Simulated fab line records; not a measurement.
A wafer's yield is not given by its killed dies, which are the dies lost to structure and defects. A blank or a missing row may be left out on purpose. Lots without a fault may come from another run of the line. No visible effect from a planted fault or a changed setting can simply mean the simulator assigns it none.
fab line records / flow sfqLine / part 2 of 2: steps 21 to 27 of 27
record: lots: 5 wafers: 15 lastDay: 92
route steps=325 shown R5@222 I5@228 C5@240
lots that met no fault: from a run of the same line without faults
startH: hours from the record's first day to the start of the lot's first wafer shown / waitH: hours since the lot's step before / " unchanged from the row above / L1.1+2: a single row standing in for several wafers / - no value, or no start given / * or withheld: withheld / < > ~ a bound
route shown NAME@n: names a module that has steps shown in the file, with the first one's number in the route / usual: mean and standard deviation over wafers with no fault / same: alike in all rows / chamber/n: place in a boat / sites: per-site readings / _std_site: how widely they spread, as a standard deviation / _edge_site: mean of outer sites minus mean of inner sites / radiusMm: how far each site lies from the wafer's centre / mask NAME#n: copy n / behind: the tool/chamber that last shaped the wafer / hold: why the lot went on hold/how many hours it stayed there/how the hold came to an end / device: which transistor (n, p or np) failed to switch / end of line: tests of these same wafers at the route's end / for a step that has no rows: nothing shown but its recipe / killed: not the wafer's yield, but the dies lost to structure and defects at the first sort / map: a wafer's dies, marking killed ones x, the rest . and places with no die _
set.NAME: the setting that was run; set.NAME@STEP: the one run at that earlier step / model.NAME: the simulator's own value behind a step, which no gauge read
lots seen at some steps along the route; tables by step, rows by wafer
services: when a tool's chamber went out of use (startH, in hours from the record's first day, below 0 if earlier), for how many hours, and the reason
== steps ==
step: SFQ_TRILAYER_C5_LITHO_SOFTBAKE_155
recipe: tempC: withheld timeS: withheld resist: KrF
usual: chillPlateTempC: * exhaustPa: 44.9/0.99 resistLineTempC: *
lot.wafer=L084.1 tool=lithoTrack-02 chamber=0 startH=1709.42 waitH=0.2 chillPlateTempC=* exhaustPa=45.7 resistLineTempC=*
lot.wafer=L084.2 tool=lithoTrack-02 chamber=0 startH=1709.42 waitH=0.2 chillPlateTempC=* exhaustPa=44.7 resistLineTempC=*
lot.wafer=L084.6 tool=lithoTrack-02 chamber=0 startH=1709.42 waitH=0.2 chillPlateTempC=* exhaustPa=45.6 resistLineTempC=*
lot.wafer=L085.1 tool=lithoTrack-02 chamber=0 startH=1716.19 waitH=0.2 chillPlateTempC=* exhaustPa=43.0 resistLineTempC=*
lot.wafer=L085.4 tool=lithoTrack-02 chamber=0 startH=1716.19 waitH=0.2 chillPlateTempC=* exhaustPa=44.1 resistLineTempC=*
lot.wafer=L085.5 tool=lithoTrack-02 chamber=0 startH=1716.19 waitH=0.2 chillPlateTempC=* exhaustPa=43.6 resistLineTempC=*
lot.wafer=L087.1 tool=lithoTrack-04 chamber=0 startH=1824.95 waitH=0.2 chillPlateTempC=* exhaustPa=44.6 resistLineTempC=*
lot.wafer=L087.2 tool=lithoTrack-04 chamber=0 startH=1824.95 waitH=0.2 chillPlateTempC=* exhaustPa=44.1 resistLineTempC=*
lot.wafer=L087.5 tool=lithoTrack-04 chamber=0 startH=1824.95 waitH=0.2 chillPlateTempC=* exhaustPa=42.3 resistLineTempC=*
lot.wafer=L093.2 tool=lithoTrack-03 chamber=0 startH=1862.24 waitH=0.2 chillPlateTempC=* exhaustPa=43.3 resistLineTempC=*
lot.wafer=L093.3 tool=lithoTrack-03 chamber=0 startH=1862.24 waitH=0.2 chillPlateTempC=* exhaustPa=43.7 resistLineTempC=*
lot.wafer=L093.6 tool=lithoTrack-03 chamber=0 startH=1862.24 waitH=0.2 chillPlateTempC=* exhaustPa=43.7 resistLineTempC=*
lot.wafer=L097.1 tool=lithoTrack-03 chamber=0 startH=1963.32 waitH=0.2 chillPlateTempC=* exhaustPa=46.4 resistLineTempC=*
lot.wafer=L097.3 tool=lithoTrack-03 chamber=0 startH=1963.32 waitH=0.2 chillPlateTempC=* exhaustPa=45.6 resistLineTempC=*
lot.wafer=L097.4 tool=lithoTrack-03 chamber=0 startH=1963.32 waitH=0.2 chillPlateTempC=* exhaustPa=46.3 resistLineTempC=*
step: SFQ_TRILAYER_C5_LITHO_EXPOSE_152
recipe: maskId: C5 na: 0.6 sourceShape: conventional sigmaOuter: 0.65 targetCdNm: 500 doseMj: 21.3
usual: exposureDoseMJCm2: 21.298/0.019
lot.wafer=L084.1 tool=krfScanner-01 chamber=0 startH=1712.95 waitH=- mask=C5#0 exposureDoseMJCm2=21.274
lot.wafer=L084.2 tool=krfScanner-01 chamber=0 startH=1712.95 waitH=- mask=C5#0 exposureDoseMJCm2=21.274
lot.wafer=L084.6 tool=krfScanner-01 chamber=0 startH=1712.95 waitH=- mask=C5#0 exposureDoseMJCm2=21.291
lot.wafer=L085.1 tool=krfScanner-01 chamber=0 startH=1723.15 waitH=- mask=C5#0 exposureDoseMJCm2=21.320
lot.wafer=L085.4 tool=krfScanner-01 chamber=0 startH=1723.15 waitH=- mask=C5#0 exposureDoseMJCm2=21.292
lot.wafer=L085.5 tool=krfScanner-01 chamber=0 startH=1723.15 waitH=- mask=C5#0 exposureDoseMJCm2=21.302
lot.wafer=L087.1 tool=krfScanner-01 chamber=0 startH=1869.87 waitH=- mask=C5#0 exposureDoseMJCm2=21.306
lot.wafer=L087.2 tool=krfScanner-01 chamber=0 startH=1869.87 waitH=- mask=C5#0 exposureDoseMJCm2=21.331
lot.wafer=L087.5 tool=krfScanner-01 chamber=0 startH=1869.87 waitH=- mask=C5#0 exposureDoseMJCm2=21.340
lot.wafer=L093.2 tool=krfScanner-02 chamber=0 startH=1951.79 waitH=- mask=C5#0 exposureDoseMJCm2=21.269
lot.wafer=L093.3 tool=krfScanner-02 chamber=0 startH=1951.79 waitH=- mask=C5#0 exposureDoseMJCm2=21.304
lot.wafer=L093.6 tool=krfScanner-02 chamber=0 startH=1951.79 waitH=- mask=C5#0 exposureDoseMJCm2=21.302
lot.wafer=L097.1 tool=krfScanner-01 chamber=0 startH=1965.77 waitH=- mask=C5#0 exposureDoseMJCm2=21.295
lot.wafer=L097.3 tool=krfScanner-01 chamber=0 startH=1965.77 waitH=- mask=C5#0 exposureDoseMJCm2=21.285
lot.wafer=L097.4 tool=krfScanner-01 chamber=0 startH=1965.77 waitH=- mask=C5#0 exposureDoseMJCm2=21.303
step: SFQ_TRILAYER_C5_LITHO_PEB_154
recipe: pebTempC: 115 pebTimeS: 60 resist: KrF
usual: chillPlateTempC: 23.01/0.11 exhaustPa: 45.1/0.79 heaterPowerTotalW: 79.14/0.072 resistLineTempC: 22.97/0.099
lot.wafer=L084.1 tool=lithoTrack-03 chamber=0 startH=1714.15 waitH=1.0 chillPlateTempC=23.08 exhaustPa=45.1 heaterPowerTotalW=79.23 resistLineTempC=22.85
lot.wafer=L084.2 tool=lithoTrack-03 chamber=0 startH=1714.15 waitH=1.0 chillPlateTempC=23.08 exhaustPa=45.1 heaterPowerTotalW=79.14 resistLineTempC=23.13
lot.wafer=L084.6 tool=lithoTrack-03 chamber=0 startH=1714.15 waitH=1.0 chillPlateTempC=23.12 exhaustPa=45.4 heaterPowerTotalW=79.17 resistLineTempC=23.03
lot.wafer=L085.1 tool=lithoTrack-04 chamber=0 startH=1724.35 waitH=1.0 chillPlateTempC=22.97 exhaustPa=44.3 heaterPowerTotalW=79.20 resistLineTempC=22.97
lot.wafer=L085.4 tool=lithoTrack-04 chamber=0 startH=1724.35 waitH=1.0 chillPlateTempC=23.19 exhaustPa=44.9 heaterPowerTotalW=79.05 resistLineTempC=23.07
lot.wafer=L085.5 tool=lithoTrack-04 chamber=0 startH=1724.35 waitH=1.0 chillPlateTempC=22.88 exhaustPa=45.7 heaterPowerTotalW=79.12 resistLineTempC=23.06
lot.wafer=L087.1 tool=lithoTrack-04 chamber=0 startH=1871.07 waitH=1.0 chillPlateTempC=22.80 exhaustPa=45.9 heaterPowerTotalW=79.08 resistLineTempC=22.99
lot.wafer=L087.2 tool=lithoTrack-04 chamber=0 startH=1871.07 waitH=1.0 chillPlateTempC=23.02 exhaustPa=44.0 heaterPowerTotalW=79.23 resistLineTempC=22.96
lot.wafer=L087.5 tool=lithoTrack-04 chamber=0 startH=1871.07 waitH=1.0 chillPlateTempC=22.81 exhaustPa=44.9 heaterPowerTotalW=79.16 resistLineTempC=22.93
lot.wafer=L093.2 tool=lithoTrack-02 chamber=0 startH=1952.82 waitH=0.8 chillPlateTempC=22.72 exhaustPa=45.8 heaterPowerTotalW=79.24 resistLineTempC=22.90
lot.wafer=L093.3 tool=lithoTrack-02 chamber=0 startH=1952.82 waitH=0.8 chillPlateTempC=22.88 exhaustPa=44.3 heaterPowerTotalW=79.09 resistLineTempC=22.97
lot.wafer=L093.6 tool=lithoTrack-02 chamber=0 startH=1952.82 waitH=0.8 chillPlateTempC=22.88 exhaustPa=46.7 heaterPowerTotalW=79.25 resistLineTempC=22.85
lot.wafer=L097.1 tool=lithoTrack-03 chamber=0 startH=1966.97 waitH=1.0 chillPlateTempC=23.05 exhaustPa=45.3 heaterPowerTotalW=79.21 resistLineTempC=23.11
lot.wafer=L097.3 tool=lithoTrack-03 chamber=0 startH=1966.97 waitH=1.0 chillPlateTempC=23.10 exhaustPa=45.2 heaterPowerTotalW=79.27 resistLineTempC=23.05
lot.wafer=L097.4 tool=lithoTrack-03 chamber=0 startH=1966.97 waitH=1.0 chillPlateTempC=22.92 exhaustPa=45.4 heaterPowerTotalW=79.13 resistLineTempC=22.88
step: SFQ_TRILAYER_C5_LITHO_DEVELOP_153
recipe: timeS: 60 resist: KrF
usual: chillPlateTempC: 23.04/0.11 exhaustPa: 45.0/0.9 resistLineTempC: 23.00/0.1
lot.wafer=L084.1 tool=lithoTrack-03 chamber=0 startH=1714.30 waitH=0.1 chillPlateTempC=22.92 exhaustPa=41.9 resistLineTempC=22.86
lot.wafer=L084.2 tool=lithoTrack-03 chamber=0 startH=1714.30 waitH=0.1 chillPlateTempC=23.00 exhaustPa=43.8 resistLineTempC=22.86
lot.wafer=L084.6 tool=lithoTrack-03 chamber=0 startH=1714.30 waitH=0.1 chillPlateTempC=22.99 exhaustPa=43.7 resistLineTempC=22.92
lot.wafer=L085.1 tool=lithoTrack-04 chamber=0 startH=1724.50 waitH=0.1 chillPlateTempC=23.02 exhaustPa=44.6 resistLineTempC=22.96
lot.wafer=L085.4 tool=lithoTrack-04 chamber=0 startH=1724.50 waitH=0.1 chillPlateTempC=22.95 exhaustPa=44.6 resistLineTempC=22.96
lot.wafer=L085.5 tool=lithoTrack-04 chamber=0 startH=1724.50 waitH=0.1 chillPlateTempC=22.98 exhaustPa=45.7 resistLineTempC=23.02
lot.wafer=L087.1 tool=lithoTrack-04 chamber=0 startH=1871.22 waitH=0.1 chillPlateTempC=22.85 exhaustPa=44.0 resistLineTempC=22.89
lot.wafer=L087.2 tool=lithoTrack-04 chamber=0 startH=1871.22 waitH=0.1 chillPlateTempC=23.03 exhaustPa=44.0 resistLineTempC=22.99
lot.wafer=L087.5 tool=lithoTrack-04 chamber=0 startH=1871.22 waitH=0.1 chillPlateTempC=23.04 exhaustPa=44.5 resistLineTempC=22.98
lot.wafer=L093.2 tool=lithoTrack-02 chamber=0 startH=1952.97 waitH=0.1 chillPlateTempC=22.99 exhaustPa=44.2 resistLineTempC=22.94
lot.wafer=L093.3 tool=lithoTrack-02 chamber=0 startH=1952.97 waitH=0.1 chillPlateTempC=23.14 exhaustPa=43.8 resistLineTempC=23.00
lot.wafer=L093.6 tool=lithoTrack-02 chamber=0 startH=1952.97 waitH=0.1 chillPlateTempC=23.29 exhaustPa=43.7 resistLineTempC=22.86
lot.wafer=L097.1 tool=lithoTrack-03 chamber=0 startH=1967.12 waitH=0.1 chillPlateTempC=23.27 exhaustPa=45.2 resistLineTempC=22.92
lot.wafer=L097.3 tool=lithoTrack-03 chamber=0 startH=1967.12 waitH=0.1 chillPlateTempC=23.11 exhaustPa=44.4 resistLineTempC=23.07
lot.wafer=L097.4 tool=lithoTrack-03 chamber=0 startH=1967.12 waitH=0.1 chillPlateTempC=23.08 exhaustPa=45.2 resistLineTempC=22.92
step: SFQ_C5_OVL_MEAS_937
usual: C5_OVL: 2/5.1
lot.wafer=L084.1 tool=overlay-01 chamber=- startH=1714.45 waitH=0.1 C5_OVL[nm]=3
lot.wafer=L084.2 tool=overlay-01 chamber=- startH=1714.45 waitH=0.1 C5_OVL[nm]=7
lot.wafer=L084.6 tool=overlay-01 chamber=- startH=1714.45 waitH=0.1 C5_OVL[nm]=12
lot.wafer=L085.1 tool=overlay-02 chamber=- startH=1724.65 waitH=0.1 C5_OVL[nm]=0
lot.wafer=L085.4 tool=overlay-02 chamber=- startH=1724.65 waitH=0.1 C5_OVL[nm]=-1
lot.wafer=L085.5 tool=overlay-02 chamber=- startH=1724.65 waitH=0.1 C5_OVL[nm]=-5
lot.wafer=L087.1 tool=overlay-02 chamber=- startH=1871.37 waitH=0.1 C5_OVL[nm]=-10
lot.wafer=L087.2 tool=overlay-02 chamber=- startH=1871.37 waitH=0.1 C5_OVL[nm]=-4
lot.wafer=L087.5 tool=overlay-02 chamber=- startH=1871.37 waitH=0.1 C5_OVL[nm]=-5
lot.wafer=L093.2 tool=overlay-01 chamber=- startH=1953.10 waitH=0.1 C5_OVL[nm]=12
lot.wafer=L093.3 tool=overlay-01 chamber=- startH=1953.10 waitH=0.1 C5_OVL[nm]=2
lot.wafer=L093.6 tool=overlay-01 chamber=- startH=1953.10 waitH=0.1 C5_OVL[nm]=8
lot.wafer=L097.1 tool=overlay-01 chamber=- startH=1967.27 waitH=0.1 C5_OVL[nm]=18
lot.wafer=L097.3 tool=overlay-01 chamber=- startH=1967.27 waitH=0.1 C5_OVL[nm]=11
lot.wafer=L097.4 tool=overlay-01 chamber=- startH=1967.27 waitH=0.1 C5_OVL[nm]=10
step: SFQ_TRILAYER_C5_BARC_OPEN_VIA_ETCH_210
recipe: maskMaterial: PR chemistry: O2 targetDepthNm: 125 target: BARC sourceW: 500 biasW: 80 pressureMtorr: 30 timeS: 41.7
usual: drypumpMotorCurrentA: 5.6/0.61 oesProductAu: 0.685/0.0045
lot.wafer=L084.1 tool=rieDiel-03 chamber=2 startH=1714.49 waitH=0.0 drypumpMotorCurrentA=5.8 oesProductAu=0.680 rfHoursCounterH=12
lot.wafer=L084.2 tool=rieDiel-03 chamber=1 startH=1714.49 waitH=0.0 drypumpMotorCurrentA=5.0 oesProductAu=0.685 rfHoursCounterH=13
lot.wafer=L084.6 tool=rieDiel-03 chamber=3 startH=1714.49 waitH=0.0 drypumpMotorCurrentA=4.7 oesProductAu=0.693 rfHoursCounterH=-
lot.wafer=L085.1 tool=rieDiel-01 chamber=2 startH=1724.69 waitH=0.0 drypumpMotorCurrentA=6.8 oesProductAu=0.681 rfHoursCounterH=12
lot.wafer=L085.4 tool=rieDiel-01 chamber=0 startH=1724.69 waitH=0.0 drypumpMotorCurrentA=5.6 oesProductAu=0.680 rfHoursCounterH=2
lot.wafer=L085.5 tool=rieDiel-01 chamber=1 startH=1724.69 waitH=0.0 drypumpMotorCurrentA=5.5 oesProductAu=0.682 rfHoursCounterH=-
lot.wafer=L087.1 tool=rieDiel-02 chamber=1 startH=1871.40 waitH=0.0 drypumpMotorCurrentA=5.0 oesProductAu=0.694 rfHoursCounterH=4
lot.wafer=L087.2 tool=rieDiel-02 chamber=0 startH=1871.40 waitH=0.0 drypumpMotorCurrentA=5.5 oesProductAu=0.693 rfHoursCounterH=1
lot.wafer=L087.5 tool=rieDiel-02 chamber=2 startH=1871.40 waitH=0.0 drypumpMotorCurrentA=5.0 oesProductAu=0.691 rfHoursCounterH=-
lot.wafer=L093.2 tool=rieDiel-01 chamber=0 startH=1953.13 waitH=0.0 drypumpMotorCurrentA=5.7 oesProductAu=0.685 rfHoursCounterH=4
lot.wafer=L093.3 tool=rieDiel-01 chamber=2 startH=1953.13 waitH=0.0 drypumpMotorCurrentA=6.8 oesProductAu=0.686 rfHoursCounterH=14
lot.wafer=L093.6 tool=rieDiel-01 chamber=0 startH=1953.13 waitH=0.0 drypumpMotorCurrentA=5.7 oesProductAu=0.687 rfHoursCounterH=-
lot.wafer=L097.1 tool=rieDiel-01 chamber=3 startH=1967.30 waitH=0.0 drypumpMotorCurrentA=5.3 oesProductAu=0.689 rfHoursCounterH=15
lot.wafer=L097.3 tool=rieDiel-01 chamber=1 startH=1967.30 waitH=0.0 drypumpMotorCurrentA=5.5 oesProductAu=0.688 rfHoursCounterH=4
lot.wafer=L097.4 tool=rieDiel-01 chamber=0 startH=1967.30 waitH=0.0 drypumpMotorCurrentA=5.6 oesProductAu=0.681 rfHoursCounterH=4
step: SFQ_TRILAYER_C5_ETCH_VIA_ETCH_154
recipe: target: SiO2 maskMaterial: PR chemistry: CHF3 targetDepthNm: 84 sourceW: 500 biasW: 80 pressureMtorr: 30 timeS: withheld stopOn: Nb
usual: drypumpMotorCurrentA: 5.6/0.61 oesProductAu: 0.894/0.0088
lot.wafer=L084.1 tool=rieDiel-03 chamber=2 startH=1714.53 waitH=0.0 drypumpMotorCurrentA=5.7 oesProductAu=0.896
lot.wafer=L084.2 tool=rieDiel-03 chamber=1 startH=1714.53 waitH=0.0 drypumpMotorCurrentA=5.0 oesProductAu=0.882
lot.wafer=L084.6 tool=rieDiel-03 chamber=3 startH=1714.53 waitH=0.0 drypumpMotorCurrentA=4.7 oesProductAu=0.900
lot.wafer=L085.1 tool=rieDiel-01 chamber=2 startH=1724.73 waitH=0.0 drypumpMotorCurrentA=6.8 oesProductAu=0.897
lot.wafer=L085.4 tool=rieDiel-01 chamber=0 startH=1724.73 waitH=0.0 drypumpMotorCurrentA=5.6 oesProductAu=0.894
lot.wafer=L085.5 tool=rieDiel-01 chamber=1 startH=1724.73 waitH=0.0 drypumpMotorCurrentA=5.5 oesProductAu=0.893
lot.wafer=L087.1 tool=rieDiel-02 chamber=1 startH=1871.44 waitH=0.0 drypumpMotorCurrentA=5.0 oesProductAu=0.890
lot.wafer=L087.2 tool=rieDiel-02 chamber=0 startH=1871.44 waitH=0.0 drypumpMotorCurrentA=5.5 oesProductAu=0.894
lot.wafer=L087.5 tool=rieDiel-02 chamber=2 startH=1871.44 waitH=0.0 drypumpMotorCurrentA=5.0 oesProductAu=0.909
lot.wafer=L093.2 tool=rieDiel-01 chamber=0 startH=1953.17 waitH=0.0 drypumpMotorCurrentA=5.6 oesProductAu=0.888
lot.wafer=L093.3 tool=rieDiel-01 chamber=2 startH=1953.17 waitH=0.0 drypumpMotorCurrentA=6.9 oesProductAu=0.881
lot.wafer=L093.6 tool=rieDiel-01 chamber=0 startH=1953.17 waitH=0.0 drypumpMotorCurrentA=5.6 oesProductAu=0.897
lot.wafer=L097.1 tool=rieDiel-01 chamber=3 startH=1967.34 waitH=0.0 drypumpMotorCurrentA=5.3 oesProductAu=0.892
lot.wafer=L097.3 tool=rieDiel-01 chamber=1 startH=1967.34 waitH=0.0 drypumpMotorCurrentA=5.5 oesProductAu=0.882
lot.wafer=L097.4 tool=rieDiel-01 chamber=0 startH=1967.34 waitH=0.0 drypumpMotorCurrentA=5.6 oesProductAu=0.886
== services ==
tool=krfScanner-01 chamber=- startH=1588.20 hours=1.0 kind=pm
tool=wetBench-03 chamber=- startH=1602.69 hours=4.6 kind=repair
tool=krfScanner-01 chamber=- startH=1604.93 hours=1.3 kind=pm
tool=krfScanner-01 chamber=- startH=1626.11 hours=19.9 kind=repair
tool=rieDiel-01 chamber=3 startH=1643.68 hours=6.4 kind=repair
tool=rieMetal-02 chamber=- startH=1678.56 hours=2.8 kind=pm
tool=krfScanner-01 chamber=- startH=1717.75 hours=3.0 kind=pm
tool=rieDiel-01 chamber=3 startH=1726.92 hours=2.6 kind=repair
tool=rieDiel-03 chamber=0 startH=1746.46 hours=17.5 kind=repair
tool=rieDiel-03 chamber=3 startH=1748.34 hours=5.2 kind=repair
tool=krfScanner-01 chamber=- startH=1756.85 hours=1.0 kind=pm
tool=wetBench-03 chamber=- startH=1766.44 hours=1.1 kind=repair
tool=krfScanner-01 chamber=- startH=1780.63 hours=1.3 kind=pm
tool=rieDiel-01 chamber=- startH=1783.82 hours=12.2 kind=repair
tool=rieDiel-03 chamber=1 startH=1790.64 hours=4.2 kind=repair
tool=rieDiel-03 chamber=- startH=1792.86 hours=0.7 kind=repair
tool=krfScanner-01 chamber=- startH=1799.98 hours=0.8 kind=pm
tool=rieDiel-01 chamber=1 startH=1818.22 hours=8.9 kind=repair
tool=rieDiel-01 chamber=- startH=1847.98 hours=2.8 kind=pm
tool=rieMetal-02 chamber=1 startH=1880.71 hours=16.5 kind=repair
tool=wetBench-03 chamber=- startH=1921.46 hours=1.9 kind=pm
tool=rieMetal-01 chamber=- startH=1921.96 hours=1.4 kind=pm
tool=rieMetal-02 chamber=1 startH=1925.76 hours=20.1 kind=repair
tool=rieDiel-01 chamber=2 startH=1953.61 hours=5.0 kind=repair
